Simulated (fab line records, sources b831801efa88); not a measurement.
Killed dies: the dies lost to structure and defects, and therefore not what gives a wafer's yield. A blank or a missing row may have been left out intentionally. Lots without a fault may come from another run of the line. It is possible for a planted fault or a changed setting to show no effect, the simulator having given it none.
What tool caused it? + flow sfq line + 7 lots, 21 wafers sampled, at 4 steps of a route of 325

WHAT THE GAUGES READ, wafer by wafer
SFQ_M7_OVL_MEAS_945.
| lot  | measured     | on         | M7_OVL (nm) |
|------|--------------|------------|-------------|
| L767 | day 71 06:44 | overlay-01 | 7 3 5       |
| L769 | day 77 05:31 | overlay-02 | 17 11 10    |
| L775 | day 81 00:17 | overlay-02 | -8 -13 -4   |
| L780 | day 81 22:39 | overlay-02 | -5 -2 4     |
| L783 | day 82 15:53 | overlay-01 | -1 0 2      |
| L785 | day 83 10:40 | overlay-01 | -4 0 2      |
| L788 | day 83 21:28 | overlay-01 | 4 5 -1      |

WHICH TOOL RAN EACH LOT (tool, then ch and the chambers of the sampled wafers, then the start)
| lot  | SFQ_TRILAYER_L0_BARC_OPEN_METAL_ETCH_010 | SFQ_TRILAYER_I5_BARC_OPEN_VIA_ETCH_200 | SFQ_TRILAYER_M6_BARC_OPEN_METAL_ETCH_206 |
|------|------------------------------------------|----------------------------------------|------------------------------------------|
| L767 | rie metal-03 ch 0,1, day 4 20:35         | rie diel-02 ch 2,3, day 62 03:01       | rie metal-04 ch 0,1, day 66 09:35        |
| L769 | rie metal-03 ch 0,1, day 5 10:59         | rie diel-01 ch 0,1,3, day 71 06:52     | rie metal-03 ch 0,1, day 73 02:34        |
| L775 | rie metal-03 ch 0,1, day 6 20:36         | rie diel-02 ch 0,2,3, day 73 09:10     | rie metal-01 ch 0,1, day 80 12:19        |
| L780 | rie metal-03 ch 0,1, day 7 22:04         | rie diel-03 ch 0,1, day 74 04:22       | rie metal-01 ch 0,1, day 81 08:42        |
| L783 | rie metal-02 ch 1, day 8 11:17           | rie diel-01 ch 0,1, day 74 11:34       | rie metal-03 ch 0,1, day 82 00:18        |
| L785 | rie metal-03 ch 0,1, day 8 23:16         | rie diel-03 ch 0,1,3, day 74 23:34     | rie metal-01 ch 0,1, day 82 10:21        |
| L788 | rie metal-03 ch 0,1, day 9 12:16         | rie diel-03 ch 0,1, day 75 11:34       | rie metal-03 ch 0, day 82 18:46          |
- SFQ_TRILAYER_L0_BARC_OPEN_METAL_ETCH_010: etches BARC in O2, target depth 125 nm, time 41.7 s.
- SFQ_TRILAYER_I5_BARC_OPEN_VIA_ETCH_200: etches BARC in O2, target depth 125 nm, time 41.7 s.
- SFQ_TRILAYER_M6_BARC_OPEN_METAL_ETCH_206: etches BARC in O2, target depth 125 nm, time 41.7 s.

THE ANSWER, worked out from the rows above alone
Rule: the usual values come from the lots themselves. Put in order of their means at a reading, lots are off if they are a third of the lots or fewer, leave a main group of 4 or more, and stand apart from it by a gap of 3 or more times the standard deviation of the main group's means; of several such gaps the widest counts. A main group is skipped when, at the precision printed for the reading in the tables above, its means are all equal. A lot without any number at a reading at which 4 lots or more have one is off too. The other lots that the step has rows for count as sound.
None of the lots is off at any reading shown; this tells nothing.

WHAT THE SIMULATOR HAD PUT IN
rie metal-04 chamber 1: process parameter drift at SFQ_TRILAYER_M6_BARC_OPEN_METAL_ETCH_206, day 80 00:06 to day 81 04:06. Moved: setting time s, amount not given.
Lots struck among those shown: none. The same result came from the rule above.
